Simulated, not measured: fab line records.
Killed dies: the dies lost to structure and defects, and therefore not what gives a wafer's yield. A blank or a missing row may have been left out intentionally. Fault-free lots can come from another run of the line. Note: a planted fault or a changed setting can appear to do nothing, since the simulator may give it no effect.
Chamber matching	flow sky130	4 sister chambers for SKY_VIA1_ETCH_15 on rie diel-03
The step etches SiO2 in C4F8/O2/Ar, stops on TiN, target depth 351 nm, time 54 s. 8 wafers are shown with their chamber, then 10 later ones without.

## WAFERS WITH THEIR CHAMBER
wafer	chamber	oes product au (a.u.)
L077.5	0	0.986
L082.4	1	0.983
L084.2	0	0.982
L084.3	2	0.978
L084.4	1	0.979
L084.5	3	0.983
L084.6	2	0.979
L091.1	3	0.984

## WAFERS MISSING THEIR CHAMBER
wafer	oes product au (a.u.)
L091.2	0.974
L091.3	0.978
L091.4	0.982
L091.5	0.985
L091.6	0.982
L092.4	0.969
L092.6	0.982
L097.1	0.998
L097.2	0.981
L097.4	0.981

## THE CHAMBER EACH PASSED THROUGH
wafer	from the rows above	in truth
L091.2	can't be placed: 2 or 1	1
L091.3	can't be placed: 2 or 1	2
L091.4	can't be placed: 1 or 3 or 0 or 2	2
L091.5	can't be placed: 0 or 3 or 1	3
L091.6	can't be placed: 1 or 3 or 0 or 2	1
L092.4	can't be placed: 2 or 1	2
L092.6	can't be placed: 1 or 3 or 0 or 2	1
L097.1	can't be placed: 0 or 3 or 1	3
L097.2	can't be placed: 1 or 2 or 3 or 0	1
L097.4	can't be placed: 1 or 2 or 3 or 0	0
0 of 10 placed correctly. Can't be placed from these rows: 10 (the true chamber is among the candidates in 10). Wrongly placed: 0.
How it was worked out, from the rows above alone: a wafer's distance from a chamber is the root of the sum, over the readings, of the square of ((its reading less the chamber's mean) divided by the reading's scatter). The wafer belongs to the nearest chamber; if the next one is less than 2 further off, it can't be placed. For every chamber, the mean is computed from those of its wafers that are shown. How the scatter is found: for the shown wafers, subtract from each reading the mean of its chamber, square and add these, divide the total by (wafers less chambers), then take the root.
